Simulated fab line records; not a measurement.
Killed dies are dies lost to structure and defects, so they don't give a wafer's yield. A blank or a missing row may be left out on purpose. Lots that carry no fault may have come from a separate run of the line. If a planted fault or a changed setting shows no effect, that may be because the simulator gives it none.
Problem report, 8D (eight disciplines) form, completed by code ; flow gf180mcu ; the parts of the form that need people (team, actions taken, sign-off) are left out

## 1. THE ISSUE
NWELL_TW at GF_NWELL_TW_MEAS_11 reads a mean of 3011 on 6 wafers of 2 lots; wafers without a fault read 1578 with a standard deviation of 11. So: +99 or more standard deviations from the usual mean.
First seen on wafer L749.2, day 4 22:12, on filmMetro-01. At this step, 39 wafers from 13 lots have a number in the record. Rule for "out", or "out of limits": more than 4 standard deviations from the usual mean. Any other wafer with a number is counted as sound.

## 2. WHAT IT IS, WHAT IT ISN'T
question;is;is not
which readings at this step;NWELL_TW;-
which lots;L749, L751;L743, L744, L745, L747, L750, L759, L760, L762, L763, L764, L766
which wafers of those lots;all that have a number;-
read on which gauges;filmMetro-01, filmMetro-02;filmMetro-04
when;from day 4 22:12;"up to then (12 sound wafers); but 21 sound wafers of L750, L759, L760, L762, L763, L764, L766 came after"

## 3. SUSPECTS, AND WHAT RULES EACH OUT
Counting: a tool at any process step up to the reading remains a suspect when it ran all the lots that are out and ran no sound lot after the first of those.
- the gauge at GF_NWELL_TW_MEAS_11: ruled out. The wafers that are out were read on 2 gauges (filmMetro-01, filmMetro-02).
- implanter-03 at GF_NWELL_IMPLANT_08: ruled out as a lasting fault. Sound lots L766 ran on it after its first lot that is out, L749 (day 4 21:49).
Left after counting: nothing in the record.

## 4. THE CAUSE (what the simulator had put in)
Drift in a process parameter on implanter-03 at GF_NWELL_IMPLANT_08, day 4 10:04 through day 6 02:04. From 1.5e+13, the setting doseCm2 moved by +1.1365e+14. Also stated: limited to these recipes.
Counting ruled it out, wrongly: the rule takes a fault to strike every lot that its tool runs from its start on, and this one did not.

## 5. THE CHAIN OF EFFECTS, in route order
Each row: a reading whose mean over the struck wafers that have a number lies more than 3 standard deviations from the usual. Only readings whose record carries a usual standard deviation are examined. hours: median over the lots of the time between each lot's start at the first step of this table that gives one and its start at this step. sigmas: the change, counted in usual standard deviations.
hours;step;reading;usual;on struck wafers;change;sigmas
0;GF_NWELL_IMPLANT_08;beamOnS;9.98 s;49.64;+39.66;+99 or more
0;GF_NWELL_IMPLANT_08;doseIonsCm2;1.5e+13;1.3e+14;+1.1e+14;+99 or more
0;GF_NWELL_IMPLANT_08;faradayCurrentUA;84.7;145.6;+60.9;+34
0;GF_NWELL_TW_MEAS_11;NWELL_TW;1578;3011;+1433;+99 or more
111;GF_VT_IMPLANT_RS_MEAS_47;NWELL_RS;487.1 ohm/sq;183.4;-303.7;-99 or more
Its process steps:
- GF_NWELL_IMPLANT_08
Later steps that measure or inspect, where all struck wafers having a row at the step show a number for every such reading and not one has moved that far: GF_HV_LDD_OVL_MEAS_08.

## 6. HOW IT WOULD HAVE BEEN CAUGHT EARLIER
12 hours passed between the start of the fault at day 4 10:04 and the first reading out of limits at a measuring or inspecting step in this record, taken at day 4 22:12.
The tool's own readings at GF_NWELL_IMPLANT_08 were out on every struck wafer that the step has a row for (beamOnS, doseIonsCm2, faradayCurrentUA): an alarm limit on them would have fired on the first of those.
